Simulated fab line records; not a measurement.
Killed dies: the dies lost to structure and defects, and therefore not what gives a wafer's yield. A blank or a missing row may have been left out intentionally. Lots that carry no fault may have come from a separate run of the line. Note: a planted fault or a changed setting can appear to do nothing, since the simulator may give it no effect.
What tool caused it?    flow gf180mcu    13 lots, 39 wafers sampled, at 5 steps of a route of 602

== WHAT EACH GAUGE READ, for each wafer ==
GF_V4_BOW_MEAS_05.
lot   measured      on            V4_BOW (um)
L930  day 23 18:21  filmMetro-04  116 121 130
L932  day 24 12:10  filmMetro-04  139 133 150
L936  day 25 18:25  filmMetro-02  137 140 148
L935  day 25 20:56  filmMetro-03  142 143 133
L937  day 25 23:38  filmMetro-02  142 137 136
L938  day 26 11:46  filmMetro-03  125 130 133
L939  day 26 19:51  filmMetro-02  137 139 136
L941  day 27 12:22  filmMetro-03  133 123 129
L948  day 29 12:52  filmMetro-02  145 143 145
L949  day 29 17:30  filmMetro-04  153 137 168
L950  day 30 00:00  filmMetro-03  129 132 129
L951  day 30 06:04  filmMetro-03  145 137 137
L952  day 30 20:56  filmMetro-04  145 139 152

GF_TOP_METAL_RS_MEAS_05: a four-point-probe measurement.
lot   measured      on            TOP_METAL_ALCU_RS (ohm/sq)
L930  day 27 12:44  filmMetro-01  0.0324 0.0325 0.0323
L932  day 28 04:26  filmMetro-01  0.0326 0.0328 0.0328
L936  day 29 07:56  filmMetro-01  0.0335 0.0330 0.0332
L935  day 29 10:53  filmMetro-01  0.0328 0.0332 0.0328
L937  day 29 12:49  filmMetro-04  0.0325 0.0326 0.0322
L938  day 30 00:43  filmMetro-04  0.0325 0.0320 0.0321
L939  day 30 08:14  filmMetro-02  0.0336 0.0336 0.0337
L941  day 30 21:50  filmMetro-04  0.0327 0.0326 0.0326
L948  day 32 17:16  filmMetro-02  0.0322 0.0328 0.0326
L949  day 32 20:01  filmMetro-01  0.0326 0.0327 0.0327
L950  day 33 02:41  filmMetro-02  0.0330 0.0327 0.0326
L951  day 33 06:25  filmMetro-04  0.0318 0.0319 0.0311
L952  day 33 19:28  filmMetro-04  0.0330 0.0328 0.0328

== TOOL THAT RAN EACH LOT (tool first, then ch and the chambers of the sampled wafers, then the start) ==
lot   GF_V5_CMP_04                   GF_V5_ETCH_17                                 GF_TOP_METAL_SPUTTER_04
L930  cmp-02 ch 0,1,2, day 26 13:58  rieDiel-02 ch 1,3, day 27 12:40 or earlier    pvdSputter-03, day 27 12:40
L932  cmp-01 ch 0,1, day 27 06:41    rieDiel-01 ch 0,2,3, day 28 04:25 or earlier  pvdSputter-02, day 28 04:25
L936  cmp-01 ch 0,1,3, day 28 10:45  rieDiel-02 ch 1,2,3, day 29 07:54 or earlier  pvdSputter-04, day 29 07:54
L935  cmp-02 ch 0,1,2, day 28 13:18  rieDiel-02 ch 1,2,3, day 29 10:49 or earlier  pvdSputter-04, day 29 10:49
L937  cmp-01 ch 0,2,3, day 28 14:58  rieDiel-01 ch 1,3, day 29 12:46 or earlier    pvdSputter-02, day 29 12:46
L938  cmp-01 ch 2,3, day 29 04:04    rieDiel-01 ch 0,1,3, day 30 00:41 or earlier  pvdSputter-02, day 30 00:41
L939  cmp-01 ch 1,2,3, day 29 10:32  rieDiel-03 ch 0,1,3, day 30 08:13 or earlier  pvdSputter-04, day 30 08:13
L941  cmp-02 ch 0,1,2, day 30 01:23  rieDiel-03 ch 0,2, day 30 21:49 or earlier    pvdSputter-03, day 30 21:49
L948  cmp-01 ch 1,2,3, day 31 22:34  rieDiel-01 ch 0,2,3, day 32 17:10 or earlier  pvdSputter-02, day 32 17:10
L949  cmp-01 ch 0,1,2, day 32 01:17  rieDiel-01 ch 0,3, day 32 19:59 or earlier    pvdSputter-03, day 32 19:59
L950  cmp-01 ch 0,1,2, day 32 08:37  rieDiel-01 ch 0,1,3, day 33 02:40 or earlier  pvdSputter-04, day 33 02:40
L951  cmp-02 ch 1,2,3, day 32 12:52  rieDiel-03 ch 2,3, day 33 06:22 or earlier    pvdSputter-02, day 33 06:22
L952  cmp-01 ch 0,1,3, day 33 02:09  rieDiel-03 ch 0,1,2, day 33 19:26 or earlier  pvdSputter-04, day 33 19:26
- GF_V5_CMP_04: polishes SiO2.
- GF_V5_ETCH_17: etches SiO2 in C4F8/O2/Ar, stops on TiN, target depth 855 nm.
- GF_TOP_METAL_SPUTTER_04: material TiN, target thk 25 nm, time 20.8 s.

== AS READ BY THE TOOLS THEMSELVES (means over the sampled wafers that have a number; for cases with no such wafer, the mark the record gives instead) ==
GF_V5_CMP_04.
lot   tool    motorCurrentA (A)  retainingRingPressureFrac  slurryFlowMlMin
L930  cmp-02  12.0               1.002                      150.2
L932  cmp-01  12.6               1.004                      149.8
L936  cmp-01  13.5               0.998                      149.7
L935  cmp-02  12.0               1.002                      150.0
L937  cmp-01  13.1               1.004                      150.2
L938  cmp-01  13.9               0.999                      150.3
L939  cmp-01  13.3               1.000                      150.2
L941  cmp-02  11.7               0.998                      150.0
L948  cmp-01  13.6               0.999                      149.7
L949  cmp-01  13.4               1.006                      150.1
L950  cmp-01  13.3               1.000                      150.2
L951  cmp-02  12.1               1.001                      150.0
L952  cmp-01  13.2               1.002                      150.1

GF_V5_ETCH_17.
lot   tool        oesProductAu (a.u.)
L930  rieDiel-02  0.861
L932  rieDiel-01  0.862
L936  rieDiel-02  0.863
L935  rieDiel-02  0.861
L937  rieDiel-01  0.974
L938  rieDiel-01  0.973
L939  rieDiel-03  0.972
L941  rieDiel-03  0.855
L948  rieDiel-01  0.861
L949  rieDiel-01  0.858
L950  rieDiel-01  0.861
L951  rieDiel-03  0.862
L952  rieDiel-03  0.862

GF_TOP_METAL_SPUTTER_04.
lot   tool           throttleValvePct (%)
L930  pvdSputter-03  30.7
L932  pvdSputter-02  29.7
L936  pvdSputter-04  30.0
L935  pvdSputter-04  29.8
L937  pvdSputter-02  29.9
L938  pvdSputter-02  30.2
L939  pvdSputter-04  29.8
L941  pvdSputter-03  30.5
L948  pvdSputter-02  29.2
L949  pvdSputter-03  29.9
L950  pvdSputter-04  30.6
L951  pvdSputter-02  29.3
L952  pvdSputter-04  29.9

== THE ANSWER, worked out from the rows above alone ==
Rule: usual is defined by the lots themselves. The widest of any qualifying gaps counts: lots, ordered by their means at a reading, are off when they make up no more than a third of the lots, leave a main group of 4 or more, and stand apart from it by 3 or more times the standard deviation of that group's means. If all means in a main group match to the digits the tables above print for the reading, that group is not used. A lot without any number at a reading at which 4 lots or more have one is off too. The other lots that the step has rows for count as sound. Order of review: gauges by route order, followed by the tools' own readings, for which a lot's mean as printed above is used. At the first step where some lot is off, the reading lying furthest off is the one used; lots without a number count as furthest.
Off at GF_V5_ETCH_17 (oesProductAu): L937, L938, L939. The main group: mean 0.861 a.u., standard deviation 0.0022.
A tool fits if, at that step or a process step before it, it ran every lot that is off, and no sound lot after the first of them. Because GF_V5_ETCH_17 lacks a start for some lots, the hours and order of its lots are taken from GF_TOP_METAL_SPUTTER_04. No candidate that was tried fits.

== WHAT WAS PUT IN BY THE SIMULATOR ==
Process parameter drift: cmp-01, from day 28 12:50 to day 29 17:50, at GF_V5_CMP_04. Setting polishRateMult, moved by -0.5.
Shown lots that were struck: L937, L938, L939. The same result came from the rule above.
